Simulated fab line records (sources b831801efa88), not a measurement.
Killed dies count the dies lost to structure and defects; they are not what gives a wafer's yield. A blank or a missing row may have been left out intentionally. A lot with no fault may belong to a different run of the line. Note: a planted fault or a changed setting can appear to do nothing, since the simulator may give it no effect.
fab line records	flow sky130
[record] lots = 6	wafers = 18	last_day = 49
route steps=708 shown VIA2@527 METAL3@532 CAPM@537 PAD_OPEN@708
lots untouched by any fault: they come from a run of this same line in which no faults occurred
start_h: hours from the record's first day to the start of the lot's first wafer shown	wait_h: time in hours since the lot's previous step	" identical to the entry in the row above	L1.1+2: a single row standing in for several wafers	- no value present, or no start provided	* or withheld: withheld	< > ~ a bound
route shown NAME@n: NAME is a module with steps in the file, n the number in the route of the first one	usual: mean/standard deviation taken from wafers without a fault	same: alike in all rows	chamber/n: place in a boat	sites: per-site readings	_std_site: standard deviation of those values	_edge_site: the outer-site mean with the inner-site mean subtracted	radius_mm: how far each site lies from the wafer's centre	mask NAME#n: copy n	behind: the last tool/chamber to shape the wafer	hold: reason for holding the lot/hours on hold/outcome of the hold	device: the n, p or np transistor that did not switch	end of line: tests run on the same wafers once the route is complete	a step given without rows: its recipe and nothing more	killed: count of dies lost to structure and defects at first sort (not the wafer's yield)	map: per-die view of a wafer (x killed, . not killed, _ where there is no die)
set.NAME: the setting that was run; set.NAME@STEP: the one run at that earlier step	model.NAME: the simulator's own value behind a step, which no gauge read
a table for each step, a row for each wafer; lots at some steps of the route
services: when a tool's chamber went out of use (start_h, in hours from the record's first day, below 0 if earlier), for how many hours, and the reason
[[steps]]
[step SKY_VIA2_SPUTTER_20]
[recipe] material = TiN	target_thk_nm = 20	chamber_pressure_pa = 5	power_w = 4000	time_s = 80
[step SKY_VIA2_CVD_21]
[recipe] material = W	target_thk_nm = 420	time_s = 126.4	temp_c = 400	pressure_torr = 40
[step SKY_VIA2_RS_MEAS_22]
[recipe] thk_meas_gauge = four-point-probe	reads = W_of_VIA2_CVD_21+TiN_of_VIA2_SPUTTER_20
[usual] VIA2_W_RS = 0.2706/0.0029
lot.wafer	tool	chamber	start_h	wait_h	VIA2_W_RS[ohm/sq]
L724.1	film_metro-01	-	848.93	0.1	0.2710
L724.3	"	-	"	"	0.2674
L724.6	"	-	"	"	0.2705
L729.2	film_metro-04	-	898.33	0.1	0.2709
L729.3	"	-	"	"	0.2715
L729.4	"	-	"	"	0.2700
L733.1	film_metro-01	-	922.00	0.1	0.2717
L733.2	"	-	"	"	0.2724
L733.5	"	-	"	"	0.2722
L735.1	film_metro-04	-	939.25	0.1	0.2711
L735.2	"	-	"	"	0.2703
L735.5	"	-	"	"	0.2690
L736.3	film_metro-04	-	944.70	0.1	0.2658
L736.5	"	-	"	"	0.2692
L736.6	"	-	"	"	0.2661
L741.2	film_metro-03	-	985.38	0.1	0.2674
L741.3	"	-	"	"	0.2672
L741.4	"	-	"	"	0.2703
[step SKY_VIA2_THK_MEAS_23]
[recipe] thk_meas_gauge = xrf	reads = W_of_VIA2_CVD_21
[usual] VIA2_W_THK = 430/5
lot.wafer	tool	chamber	start_h	wait_h	VIA2_W_THK[nm]
L724.1	film_metro-01	-	849.05	0.1	422
L724.3	"	-	"	"	428
L724.6	"	-	"	"	424
L729.2	film_metro-04	-	898.44	0.1	431
L729.3	"	-	"	"	428
L729.4	"	-	"	"	436
L733.1	film_metro-01	-	922.12	0.1	420
L733.2	"	-	"	"	425
L733.5	"	-	"	"	420
L735.1	film_metro-04	-	939.37	0.1	432
L735.2	"	-	"	"	431
L735.5	"	-	"	"	434
L736.3	film_metro-04	-	944.80	0.1	442
L736.5	"	-	"	"	432
L736.6	"	-	"	"	440
L741.2	film_metro-03	-	985.49	0.1	432
L741.3	"	-	"	"	434
L741.4	"	-	"	"	427
[step SKY_VIA2_CMP_24]
[recipe] stop_on = SiO2	t_overpolish_s = 20	down_force_psi = 3.5	platen_rpm = 60	target_thk_nm = 0	pad_velocity_m_s = 0.94248
[usual] motor_current_A = 10.3/1.1	overpolish_run_s = 19.999/0.01	retaining_ring_pressure_frac = 1.000/0.0047	time_to_endpoint_s = 102/5
lot.wafer	tool	chamber	start_h	wait_h	motor_current_A	overpolish_run_s	retaining_ring_pressure_frac	time_to_endpoint_s
L724.1	cmp-02	2	849.21	0.1	9.1	19.994	0.995	102
L724.3	"	3	"	"	9.9	19.999	1.004	99
L724.6	"	1	"	"	10.5	20.010	1.005	99
L729.3	cmp-02	0	898.61	0.1	11.9	19.980	1.000	105
L729.4	"	2	"	"	9.0	20.000	0.992	104
L729.2	"	3	"	"	10.4	19.984	1.004	94
L733.1	cmp-02	2	922.28	0.1	8.8	19.997	0.994	109
L733.2	"	3	"	"	10.2	19.989	0.998	100
L733.5	"	1	"	"	10.6	20.007	1.000	103
L735.1	cmp-01	2	939.53	0.1	11.0	20.010	1.003	110
L735.2	"	3	"	"	10.3	20.008	1.003	101
L735.5	"	1	"	"	8.7	19.992	1.006	101
L736.3	cmp-02	0	944.99	0.2	11.5	20.003	0.998	106
L736.6	"	1	"	"	10.4	20.006	0.999	102
L736.5	"	2	"	"	9.0	19.996	1.005	108
L741.2	cmp-02	2	985.54	0.0	8.7	20.011	1.001	110
L741.4	"	0	"	"	11.8	20.010	0.998	108
L741.3	"	1	"	"	10.3	19.993	1.001	102
[step SKY_METAL3_SPUTTER_00]
[recipe] material = Ti	target_thk_nm = 15	power_w = 3000	time_s = 10	chamber_pressure_pa = 0.4
[usual] throttle_valve_pct = 30.1/1.3
lot.wafer	tool	chamber	start_h	wait_h	throttle_valve_pct
L724.1	pvd_sputter-03	-	849.41	0.1	30.9
L724.3	"	-	"	"	28.3
L724.6	"	-	"	"	30.0
L729.2	pvd_sputter-04	-	898.91	0.1	28.7
L729.3	"	-	"	"	29.3
L729.4	"	-	"	"	32.4
L733.1	pvd_sputter-02	-	922.48	0.1	28.5
L733.2	"	-	"	"	29.3
L733.5	"	-	"	"	30.4
L735.1	pvd_sputter-02	-	939.73	0.1	28.3
L735.2	"	-	"	"	30.1
L735.5	"	-	"	"	28.2
L736.3	pvd_sputter-02	-	945.14	0.1	29.5
L736.5	"	-	"	"	30.0
L736.6	"	-	"	"	29.5
L741.2	pvd_sputter-04	-	985.84	0.2	32.1
L741.3	"	-	"	"	29.2
L741.4	"	-	"	"	28.4
[step SKY_METAL3_SPUTTER_01]
[recipe] material = TiN	target_thk_nm = 20	power_w = 6500	time_s = 16.7	chamber_pressure_pa = 0.4
[usual] throttle_valve_pct = 30.1/1.3
lot.wafer	tool	chamber	start_h	wait_h	throttle_valve_pct
L724.1	pvd_sputter-03	-	849.43	0.0	31.1
L724.3	"	-	"	"	28.4
L724.6	"	-	"	"	30.3
L729.2	pvd_sputter-04	-	898.93	0.0	28.3
L729.3	"	-	"	"	29.4
L729.4	"	-	"	"	32.4
L733.1	pvd_sputter-02	-	922.50	0.0	28.6
L733.2	"	-	"	"	29.4
L733.5	"	-	"	"	30.2
L735.1	pvd_sputter-02	-	939.75	0.0	28.3
L735.2	"	-	"	"	30.1
L735.5	"	-	"	"	28.1
L736.3	pvd_sputter-02	-	945.16	0.0	29.3
L736.5	"	-	"	"	30.0
L736.6	"	-	"	"	29.3
L741.2	pvd_sputter-04	-	985.86	0.0	32.3
L741.3	"	-	"	"	29.3
L741.4	"	-	"	"	28.6
[step SKY_METAL3_SPUTTER_02]
[recipe] material = AlCu	target_thk_nm = 735	power_w = 10600	time_s = 39.1	chamber_pressure_pa = 0.4
[step SKY_METAL3_SPUTTER_03]
[recipe] material = Ti	target_thk_nm = 5	power_w = 3000	time_s = 3.3	chamber_pressure_pa = 0.4
[step SKY_METAL3_SPUTTER_04]
[recipe] material = TiN	target_thk_nm = 70	power_w = 6500	time_s = 58.3	chamber_pressure_pa = 0.4
[usual] throttle_valve_pct = 30.1/1.3
lot.wafer	tool	chamber	start_h	wait_h	throttle_valve_pct
L724.1	pvd_sputter-03	-	849.52	0.0	30.9
L724.3	"	-	"	"	28.3
L724.6	"	-	"	"	30.3
L729.2	pvd_sputter-04	-	903.68	0.0	28.5
L729.3	"	-	"	"	29.1
L729.4	"	-	"	"	32.1
L733.1	pvd_sputter-02	-	922.58	0.0	28.4
L733.2	"	-	"	"	29.1
L733.5	"	-	"	"	30.4
L735.1	pvd_sputter-02	-	939.84	0.0	28.4
L735.2	"	-	"	"	30.0
L735.5	"	-	"	"	28.2
L736.3	pvd_sputter-02	-	945.25	0.0	29.2
L736.5	"	-	"	"	30.0
L736.6	"	-	"	"	29.2
L741.2	pvd_sputter-04	-	985.94	0.0	32.4
L741.3	"	-	"	"	29.3
L741.4	"	-	"	"	28.8
[step SKY_CAPM_CVD_00]
[recipe] material = SiO2	target_thk_nm = 15.5	temp_c = 400	time_s = withheld	rf_w = 450
[usual] heater_power_w = 678/59
lot.wafer	tool	chamber	start_h	wait_h	heater_power_w
L724.1	pecvd-01	0	849.57	0.0	741
L724.3	"	2	"	"	629
L724.6	"	1	"	"	656
L729.2	pecvd-01	0	903.73	0.0	763
L729.3	"	2	"	"	634
L729.4	"	1	"	"	647
L733.1	pecvd-01	1	922.63	0.0	650
L733.2	"	2	"	"	682
L733.5	"	1	"	"	642
L735.1	pecvd-01	1	939.89	0.0	730
L735.2	"	0	"	"	787
L735.5	"	0	"	"	775
L736.3	pecvd-02	2	945.30	0.0	701
L736.5	"	0	"	"	675
L736.6	"	1	"	"	675
L741.2	pecvd-01	1	985.99	0.0	616
L741.3	"	2	"	"	653
L741.4	"	2	"	"	639
[step SKY_CAPM_THK_MEAS_01]
[recipe] reads = SiO2_of_CAPM_CVD_00
[usual] CAPM_CVD_00_THK = 15.41/0.24
lot.wafer	tool	chamber	start_h	wait_h	CAPM_CVD_00_THK[nm]
L724.1	film_metro-03	-	849.59	-	15.11
L724.3	"	-	"	"	15.09
L724.6	"	-	"	"	15.27
L729.2	film_metro-01	-	903.76	-	15.24
L729.3	"	-	"	"	14.93
L729.4	"	-	"	"	15.31
L733.1	film_metro-01	-	922.66	-	15.46
L733.2	"	-	"	"	14.96
L733.5	"	-	"	"	15.40
L735.1	film_metro-03	-	939.91	-	15.60
L735.2	"	-	"	"	15.37
L735.5	"	-	"	"	15.83
L736.3	film_metro-02	-	945.34	-	15.31
L736.5	"	-	"	"	15.59
L736.6	"	-	"	"	15.56
L741.2	film_metro-03	-	986.02	-	15.58
L741.3	"	-	"	"	15.06
L741.4	"	-	"	"	15.36
[step SKY_CAPM_SPUTTER_02]
[recipe] material = TiN	target_thk_nm = 200	temp_c = 300	power_w = 6500	time_s = 166.7	chamber_pressure_pa = 0.4
[usual] throttle_valve_pct = 29.9/0.75
lot.wafer	tool	chamber	start_h	wait_h	throttle_valve_pct
L724.1	pvd_sputter-02	-	849.65	0.1	28.4
L724.3	"	-	"	"	30.0
L724.6	"	-	"	"	29.7
L729.2	pvd_sputter-03	-	903.81	0.0	29.7
L729.3	"	-	"	"	30.1
L729.4	"	-	"	"	30.6
L733.1	pvd_sputter-03	-	922.72	0.1	29.6
L733.2	"	-	"	"	28.6
L733.5	"	-	"	"	30.1
L735.1	pvd_sputter-03	-	939.97	0.1	29.3
L735.2	"	-	"	"	29.9
L735.5	"	-	"	"	30.2
L736.3	pvd_sputter-01	-	945.38	0.0	30.8
L736.5	"	-	"	"	30.4
L736.6	"	-	"	"	30.5
L741.2	pvd_sputter-01	-	986.07	0.0	30.5
L741.3	"	-	"	"	30.7
L741.4	"	-	"	"	29.8
[step SKY_CAPM_RS_MEAS_03]
[recipe] thk_meas_gauge = four-point-probe	reads = TiN_of_CAPM_SPUTTER_02
[usual] CAPM_TIN_RS = 6.90/0.075
lot.wafer	tool	chamber	start_h	wait_h	CAPM_TIN_RS[ohm/sq]
L724.1	film_metro-02	-	849.76	0.1	6.89
L724.3	"	-	"	"	6.87
L724.6	"	-	"	"	6.87
L729.2	film_metro-02	-	903.94	0.1	6.87
L729.3	"	-	"	"	6.95
L729.4	"	-	"	"	7.01
L733.1	film_metro-03	-	922.82	0.1	8.01
L733.2	"	-	"	"	7.97
L733.5	"	-	"	"	8.08
L735.1	film_metro-03	-	940.08	0.1	8.01
L735.2	"	-	"	"	8.05
L735.5	"	-	"	"	8.06
L736.3	film_metro-03	-	945.53	0.1	6.80
L736.5	"	-	"	"	6.83
L736.6	"	-	"	"	6.84
L741.2	film_metro-01	-	986.20	0.1	6.88
L741.3	"	-	"	"	6.90
L741.4	"	-	"	"	6.94
[step SKY_CAPM_THK_MEAS_04]
[recipe] thk_meas_gauge = xrf	reads = TiN_of_CAPM_SPUTTER_02
[usual] CAPM_TIN_THK = 202.1/2.2
lot.wafer	tool	chamber	start_h	wait_h	CAPM_TIN_THK[nm]
L724.1	film_metro-02	-	849.88	0.1	203.1
L724.3	"	-	"	"	202.5
L724.6	"	-	"	"	202.8
L729.2	film_metro-02	-	904.05	0.1	202.7
L729.3	"	-	"	"	201.1
L729.4	"	-	"	"	199.3
L733.1	film_metro-03	-	922.94	0.1	179.9
L733.2	"	-	"	"	179.6
L733.5	"	-	"	"	178.0
L735.1	film_metro-03	-	940.20	0.1	180.1
L735.2	"	-	"	"	179.1
L735.5	"	-	"	"	178.1
L736.3	film_metro-03	-	945.63	0.1	205.8
L736.5	"	-	"	"	204.8
L736.6	"	-	"	"	204.0
L741.2	film_metro-01	-	986.31	0.1	202.8
L741.3	"	-	"	"	202.6
L741.4	"	-	"	"	200.8
[step SKY_CAPM_DEHYDRATE_05]
[recipe] temp_c = 200	time_s = 60
[step SKY_CAPM_HMDS_06]
[recipe] prime_time_s = 60	prime_temp_c = 120
[step SKY_CAPM_COAT_07]
[recipe] resist = NOVOLAK	spin_rpm = 3000	resist_thk_nm = 1140
[step SKY_CAPM_SOFTBAKE_08]
[recipe] temp_c = 90	time_s = 60	resist = NOVOLAK
[step SKY_CAPM_EXPOSE_09]
[recipe] mask_id = CAPM	na = 0.6	source_shape = conventional	sigma_outer = 0.6	polarization = unpolarized	target_cd_nm = 1000	dose_mj = 159
[step SKY_CAPM_PEB_10]
[recipe] temp_c = withheld	time_s = *	resist = NOVOLAK
[step SKY_CAPM_DEVELOP_11]
[recipe] resist = NOVOLAK	developer = TMAH	develop_time_s = 60	dev_temp_c = 23
[step SKY_CAPM_OVL_MEAS_12]
[usual] CAPM_OVL = -0.6/1.8
lot.wafer	tool	chamber	start_h	wait_h	CAPM_OVL[nm]
L724.1	overlay-02	-	875.61	0.1	0.6
L724.3	"	-	"	"	0.4
L724.6	"	-	"	"	1.5
L729.2	overlay-02	-	928.57	0.1	1.2
L729.3	"	-	"	"	2.2
L729.4	"	-	"	"	1.7
L733.1	overlay-02	-	946.47	0.1	0.7
L733.2	"	-	"	"	0.1
L733.5	"	-	"	"	0.3
L735.1	overlay-01	-	963.64	0.1	-2.2
L735.2	"	-	"	"	-0.9
L735.5	"	-	"	"	-1.9
L736.3	overlay-01	-	970.03	0.1	-0.4
L736.5	"	-	"	"	0.0
L736.6	"	-	"	"	0.8
L741.2	overlay-01	-	1009.14	0.1	-0.1
L741.3	"	-	"	"	-0.6
L741.4	"	-	"	"	-1.2
[step SKY_CAPM_METAL_ETCH_13]
[recipe] target_depth_nm = 220	stop_on = SiO2	chemistry = Cl2/BCl3	target = TiN	pressure_mtorr = 10	icp_w = 900	bias_w = 48.5	Cl2_flow_sccm = 60	bcl3_flow_sccm = 30	time_s = 62.9
[usual] bcl3_flow_sccm = 30.00/0.096	drypump_motor_current_A = 5.78/0.3	oes_product_au = 0.941/0.0075	throttle_valve_pct = 21.901/0.0091
lot.wafer	tool	chamber	start_h	wait_h	bcl3_flow_sccm	drypump_motor_current_A	oes_product_au	rf_hours_counter_h	throttle_valve_pct
L724.1	rie_metal-01	1	875.65	0.0	30.11	5.83	0.948	5	21.897
L724.3	"	1	"	"	30.02	5.82	0.950	-	21.912
L724.6	"	0	"	"	29.98	5.87	0.944	-	21.880
L729.2	rie_metal-02	1	928.62	0.0	29.98	5.80	0.946	-	21.894
L729.3	"	1	"	"	29.97	5.78	0.935	-	21.900
L729.4	"	1	"	"	29.86	5.80	0.931	-	21.904
L733.1	rie_metal-02	1	946.51	0.0	30.11	5.79	0.874	7	21.957
L733.2	"	1	"	"	30.13	5.76	0.876	-	21.944
L733.5	"	1	"	"	29.97	5.76	0.875	-	21.948
L735.1	rie_metal-01	0	963.67	0.0	30.03	5.86	0.878	10	21.957
L735.2	"	1	"	"	29.85	5.80	0.875	9	21.939
L735.5	"	1	"	"	29.88	5.82	0.879	-	21.936
L736.3	rie_metal-01	0	970.08	0.0	30.03	5.86	0.947	-	21.892
L736.5	"	0	"	"	29.91	5.86	0.942	-	21.904
L736.6	"	1	"	"	29.96	5.81	0.940	-	21.884
L741.2	rie_metal-04	0	1009.17	0.0	29.99	5.43	0.944	10	21.904
L741.3	"	1	"	"	30.08	6.23	0.943	-	21.912
L741.4	"	0	"	"	29.93	5.41	0.930	-	21.904
[step SKY_CAPM_STRIP_14]
[recipe] chemistry = O2/N2	power_w = 1400	pressure_mtorr = 1500	platen_temp_c = withheld	o2_flow_sccm = 3000	n2_flow_sccm = 300	overash_fraction = 0.5
[step SKY_PAD_OPEN_PROBE_99]
[usual] defect_limited_yield = 82.7/1.9	killed_at_M0_to_M3 = 43/6.6	killed_at_M4_up = 3.1/1.6	killed_at_contacts = 23/5.6	killed_at_front_end = 15/4.2	killed_at_other = 0.2/0.43	killed_dies = 85/9.3	killed_open = 46/6.6	killed_short = 39/6.2	sort_bin_3_pad_short = 0.8/0.37	sort_bin_5_function = 10.2/1.5	sort_bin_6_memory = 6.2/1.1	sort_n_pass = 407/9.3	sort_yield_pct = 82.7/1.9
[same] gross_dies = 492	killed_at_back_side = 0	sort_bin_4_leakage[%] = 0	sort_bin_8_speed[%] = 0
lot.wafer	tool	chamber	start_h	wait_h	defect_limited_yield[%]	killed_at_M0_to_M3	killed_at_M4_up	killed_at_contacts	killed_at_front_end	killed_at_other	killed_dies	killed_open	killed_short	sort_bin_3_pad_short[%]	sort_bin_5_function[%]	sort_bin_6_memory[%]	sort_n_pass	sort_yield_pct[%]
L724.1	prober-01	-	1073.26	0.1	84.8	42	2	23	8	0	75	42	33	0.4	9.8	5.1	417	84.8
L724.3	prober-01	-	1073.36	0.2	83.3	42	1	30	9	0	82	46	36	0.4	11.2	5.1	410	83.3
L724.6	prober-01	-	1073.51	0.2	81.9	41	2	34	12	0	89	56	33	1.0	10.4	6.7	403	81.9
L729.2	prober-02	-	1117.44	0.1	82.5	33	4	33	16	0	86	48	38	1.2	10.4	5.9	406	82.5
L729.3	prober-02	-	1117.49	0.2	79.5	58	2	24	17	0	101	58	43	0.8	12.8	6.9	391	79.5
L729.4	prober-02	-	1117.54	0.2	83.5	38	3	22	18	0	81	47	34	1.0	10.0	5.5	411	83.5
L733.1	prober-02	-	1132.96	0.1	82.1	53	2	20	12	1	88	41	47	1.0	9.1	7.7	404	82.1
L733.2	prober-02	-	1133.01	0.1	83.9	41	6	21	10	1	79	41	38	0.2	8.7	7.1	413	83.9
L733.5	prober-02	-	1133.16	0.2	84.1	38	2	21	17	0	78	39	39	0.8	9.1	5.9	414	84.1
L735.1	prober-02	-	1143.40	0.1	80.1	47	2	25	23	1	98	49	49	1.0	11.8	7.1	394	80.1
L735.2	prober-02	-	1143.45	0.1	83.1	53	1	14	15	0	83	48	35	0.8	10.4	5.7	409	83.1
L735.5	prober-02	-	1143.60	0.2	84.3	44	4	17	12	0	77	38	39	0.8	10.4	4.5	415	84.3
L736.3	prober-01	-	1149.04	0.2	82.7	47	4	19	15	0	85	47	38	1.6	9.3	6.3	407	82.7
L736.5	prober-01	-	1149.14	0.2	84.8	40	2	21	12	0	75	38	37	1.0	7.9	6.3	417	84.8
L736.6	prober-01	-	1149.19	0.2	81.9	42	3	29	15	0	89	46	43	0.6	11.0	6.5	403	81.9
L741.2	prober-02	-	1179.61	0.1	83.1	45	2	23	13	0	83	57	26	0.2	11.0	5.7	409	83.1
L741.3	prober-02	-	1179.66	0.2	79.1	45	3	31	24	0	103	57	46	0.4	14.6	5.9	389	79.1
L741.4	prober-02	-	1179.71	0.2	85.4	42	3	17	10	0	72	41	31	0.2	8.1	6.3	420	85.4
// killed by level:class
L724.1 VIA1:geometric_particle:open=12 LI_CONTACT:geometric_particle:open=9 CONTACT:geometric_particle:open=7 VIA3:geometric_particle:open=7 METAL1:geometric_particle:short=6 METAL2:geometric_particle:short=6 VIA1:geometric_particle:short=5 FIELD_ISO:geometric_particle:short=3
L724.3 VIA1:geometric_particle:open=11 CONTACT:geometric_particle:open=9 LI_CONTACT:geometric_particle:open=8 CONTACT:geometric_particle:short=8 VIA3:geometric_particle:open=6 METAL2:geometric_particle:short=6 LOCAL_INTERCONNECT:geometric_particle:short=5 METAL1:geometric_particle:short=5
L724.6 VIA1:geometric_particle:open=15 LI_CONTACT:geometric_particle:open=10 VIA3:geometric_particle:open=7 LOCAL_INTERCONNECT:geometric_particle:short=6 LI_CONTACT:geometric_particle:short=6 VIA2:geometric_particle:open=6 POLY_GATE:geometric_particle:open=5 CONTACT:geometric_particle:open=5
L729.2 LI_CONTACT:geometric_particle:open=11 CONTACT:geometric_particle:open=8 VIA1:geometric_particle:open=8 CONTACT:geometric_particle:short=7 VIA3:geometric_particle:open=6 FIELD_ISO:geometric_particle:open=4 VIA1:geometric_particle:short=4 METAL1:geometric_particle:short=4
L729.3 VIA1:geometric_particle:open=21 CONTACT:geometric_particle:open=10 CONTACT:geometric_particle:short=8 VIA2:geometric_particle:open=8 METAL1:geometric_particle:short=7 FIELD_ISO:geometric_particle:short=5 VIA3:geometric_particle:open=5 FIELD_ISO:geometric_particle:open=4
L729.4 VIA1:geometric_particle:open=11 LI_CONTACT:geometric_particle:open=8 CONTACT:geometric_particle:open=6 METAL2:geometric_particle:short=6 VIA2:geometric_particle:open=6 FIELD_ISO:geometric_particle:open=4 LOCAL_INTERCONNECT:geometric_particle:short=4 METAL1:geometric_particle:short=4
L733.1 VIA2:geometric_particle:open=9 VIA1:geometric_particle:short=8 METAL2:geometric_particle:short=8 VIA1:geometric_particle:open=8 VIA3:geometric_particle:open=7 LOCAL_INTERCONNECT:geometric_particle:short=7 POLY_GATE:geometric_particle:short=5 METAL1:geometric_particle:short=5
L733.2 CONTACT:geometric_particle:open=8 VIA1:geometric_particle:open=6 VIA3:geometric_particle:open=6 VIA2:geometric_particle:open=5 METAL4:geometric_particle:short=5 METAL2:geometric_particle:short=4 LOCAL_INTERCONNECT:geometric_particle:open=4 METAL1:geometric_particle:short=4
L733.5 CONTACT:geometric_particle:open=12 VIA2:geometric_particle:open=8 VIA1:geometric_particle:open=5 CONTACT:geometric_particle:short=5 METAL2:geometric_particle:short=5 FIELD_ISO:geometric_particle:open=4 FIELD_ISO:geometric_particle:short=4 VIA3:geometric_particle:short=4
L735.1 VIA1:geometric_particle:open=12 CONTACT:geometric_particle:open=8 FIELD_ISO:geometric_particle:short=7 CONTACT:geometric_particle:short=7 VIA1:geometric_particle:short=6 FIELD_ISO:geometric_particle:open=5 POLY_GATE:geometric_particle:open=5 LOCAL_INTERCONNECT:geometric_particle:short=5
L735.2 VIA1:geometric_particle:open=17 VIA2:geometric_particle:open=9 CONTACT:geometric_particle:open=8 FIELD_ISO:geometric_particle:short=7 VIA3:geometric_particle:open=6 METAL1:geometric_particle:short=5 METAL2:geometric_particle:short=5 FIELD_ISO:geometric_particle:open=4
L735.5 METAL1:geometric_particle:short=12 VIA1:geometric_particle:open=11 LI_CONTACT:geometric_particle:open=7 CONTACT:geometric_particle:open=7 VIA2:geometric_particle:short=5 VIA1:geometric_particle:short=4 METAL2:geometric_particle:short=4 FIELD_ISO:geometric_particle:open=3
L736.3 VIA1:geometric_particle:open=12 CONTACT:geometric_particle:open=10 METAL1:geometric_particle:short=7 VIA3:geometric_particle:open=7 FIELD_ISO:geometric_particle:open=5 METAL2:geometric_particle:short=5 VIA2:geometric_particle:open=5 LOCAL_INTERCONNECT:geometric_particle:short=4
L736.5 LI_CONTACT:geometric_particle:open=8 VIA3:geometric_particle:open=7 METAL1:geometric_particle:short=6 CONTACT:geometric_particle:open=6 METAL2:geometric_particle:short=6 VIA1:geometric_particle:open=5 FIELD_ISO:geometric_particle:open=4 LI_CONTACT:geometric_particle:short=4
L736.6 LI_CONTACT:geometric_particle:open=10 METAL2:geometric_particle:short=8 FIELD_ISO:geometric_particle:short=7 CONTACT:geometric_particle:open=7 VIA1:geometric_particle:open=7 VIA3:geometric_particle:open=7 FIELD_ISO:geometric_particle:open=5 LI_CONTACT:geometric_particle:short=5
L741.2 VIA2:geometric_particle:open=11 VIA3:geometric_particle:open=10 VIA1:geometric_particle:open=7 CONTACT:geometric_particle:open=7 FIELD_ISO:geometric_particle:open=6 LI_CONTACT:geometric_particle:open=5 CONTACT:geometric_particle:short=5 POLY_GATE:geometric_particle:open=4
L741.3 LI_CONTACT:geometric_particle:open=15 VIA1:geometric_particle:open=9 VIA3:geometric_particle:open=8 VIA1:geometric_particle:short=7 CONTACT:geometric_particle:open=7 METAL2:geometric_particle:short=7 POLY_GATE:geometric_particle:short=6 LI_CONTACT:geometric_particle:short=6
L741.4 VIA1:geometric_particle:open=12 CONTACT:geometric_particle:open=8 VIA2:geometric_particle:open=6 VIA1:geometric_particle:short=6 METAL2:geometric_particle:short=4 METAL1:geometric_particle:short=4 FIELD_ISO:geometric_particle:open=3 FIELD_ISO:geometric_particle:short=3
[[services]]
tool	chamber	start_h	hours	kind
pvd_sputter-04	-	829.68	2.6	repair
cmp-01	-	837.78	0.2	repair
cmp-02	-	839.70	5.7	repair
rie_metal-04	1	841.20	4.5	repair
pvd_sputter-04	-	842.94	2.8	repair
pecvd-02	0	851.57	16.7	repair
pvd_sputter-02	3	869.47	-	consumable_replace:kit
pvd_sputter-02	3	869.47	18.0	scheduled_down
pecvd-02	-	885.99	1.2	repair
cmp-02	-	886.02	1.9	repair
cmp-02	-	888.00	4.4	pm
pvd_sputter-01	-	892.39	7.3	repair
cmp-01	-	895.76	5.4	pm
rie_metal-02	0	898.25	75.1	repair
pvd_sputter-04	-	905.54	3.6	repair
cmp-02	-	912.00	4.0	pm
pecvd-01	-	923.67	2.8	pm
cmp-02	-	935.57	1.6	repair
cmp-02	-	966.22	1.9	repair
pvd_sputter-02	-	978.97	7.7	repair
pvd_sputter-03	-	983.43	1.9	repair
pvd_sputter-01	-	984.57	1.2	repair
pvd_sputter-02	-	996.28	1.3	repair
pvd_sputter-02	-	997.45	8.9	repair
[[key]]
[first_sign] step = SKY_CAPM_RS_MEAS_03	reading = CAPM_TIN_RS	direction = up	sigmas = 15	usual = 6.90	struck = 8.03
[effect] step = SKY_CAPM_THK_MEAS_04	reading = CAPM_TIN_THK	direction = down	sigmas = 10	usual = 202.1	struck = 179.1
[effect] step = SKY_CAPM_METAL_ETCH_13	reading = oes_product_au	direction = down	sigmas = 8.7	usual = 0.941	struck = 0.876
met_at SKY_CAPM_SPUTTER_02
struck_wafers L733.1,L733.2,L733.5,L735.1,L735.2,L735.5
onset_between 903.81 922.72
[fault] kind = site_profile_drift	tool = pvd_sputter-03	chamber = -	onset_h = 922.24	steps = SKY_CAPM_SPUTTER_02	basis = fraction	max_abs_drift = 0.27418	slope_share_per_hr = 60.928	site_pattern = 0,0,0,0,0,-1,-1,-1,-1
